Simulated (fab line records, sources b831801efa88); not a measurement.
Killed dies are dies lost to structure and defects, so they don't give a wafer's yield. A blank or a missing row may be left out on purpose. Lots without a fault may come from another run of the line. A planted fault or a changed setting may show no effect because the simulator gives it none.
One fault seen from 2 desks | flow gf180mcu | each desk has only its own numbers; what lay behind them comes last

THE TOOL OWNER'S DESK: pvd_sputter-03
The tool's own readings at GF_M1_SPUTTER_02 (material AlCu, target thk 450 nm, time 23.9 s): means of the sampled wafers that have a number, for each lot that ran on this tool. A lot is out of limits, marked OUT, if its mean lies more than 4 standard deviations from the usual mean; the brackets give that distance.
Columns: A = throttle_valve_pct at GF_M1_SPUTTER_02, usual 29.7 %
lot  | first seen here | A
L180 | day 16 22:56    | 29.0
L187 | day 20 07:23    | 29.1
L189 | day 20 13:54    | 29.6
L198 | day 23 22:14    | 29.6
L199 | day 24 07:56    | 28.8
This desk's finding: nothing out of limits on any of the 5 lots.

THE METROLOGY DESK
What the gauges read, lot by lot, whatever tool the lot ran on: means of the sampled wafers that have a number. A lot is out of limits, marked OUT, if its mean lies more than 4 standard deviations from the usual mean; the brackets give that distance.
Columns: A = CONTACT_BOW at GF_CONTACT_BOW_MEAS_05, usual 67 um; B = M1_ALCU_RS at GF_M1_RS_MEAS_05, usual 0.0697 ohm/sq; C = M1_ALCU_THK at GF_M1_THK_MEAS_06, usual 452 nm
lot  | first seen here | A  | B                | C
L180 | day 15 23:49    | 76 | 0.0699           | 450
L181 | day 16 13:40    | 71 | 0.0689           | 458
L183 | day 17 06:16    | 70 | 0.0698           | 448
L184 | day 17 09:07    | 65 | 0.0699           | 451
L187 | day 19 05:04    | 70 | 0.0929 (+31) OUT | 381 (-13) OUT
L189 | day 19 09:27    | 64 | 0.0938 (+33) OUT | 377 (-14) OUT
L193 | day 21 08:53    | 65 | 0.0695           | 452
L198 | day 22 22:35    | 61 | 0.0709           | 445
L199 | day 23 07:32    | 68 | 0.0702           | 448
L200 | day 23 16:52    | 68 | 0.0700           | 449
This desk's finding: out of limits on L187, L189; first on L187, day 20 07:29 (M1_ALCU_RS at GF_M1_RS_MEAS_05). In limits: L180, L181, L183, L184, L193, L198, L199, L200.

PUT TOGETHER
The metrology desk could have raised an alarm at day 20 07:29, on L187, L189.
The tool owner's desk saw nothing out of limits.
The tool owner's desk has L187, L189 on record, within its limits.
Of the lots named, all ran GF_M1_SPUTTER_02 on pvd_sputter-03.

WHAT THE SIMULATOR HAD PUT IN
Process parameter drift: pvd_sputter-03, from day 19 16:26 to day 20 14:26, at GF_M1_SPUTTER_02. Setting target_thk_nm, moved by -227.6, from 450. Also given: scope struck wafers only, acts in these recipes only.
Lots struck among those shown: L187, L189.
Hours from the fault's start to each desk's first reading out of limits: the metrology desk, 15.
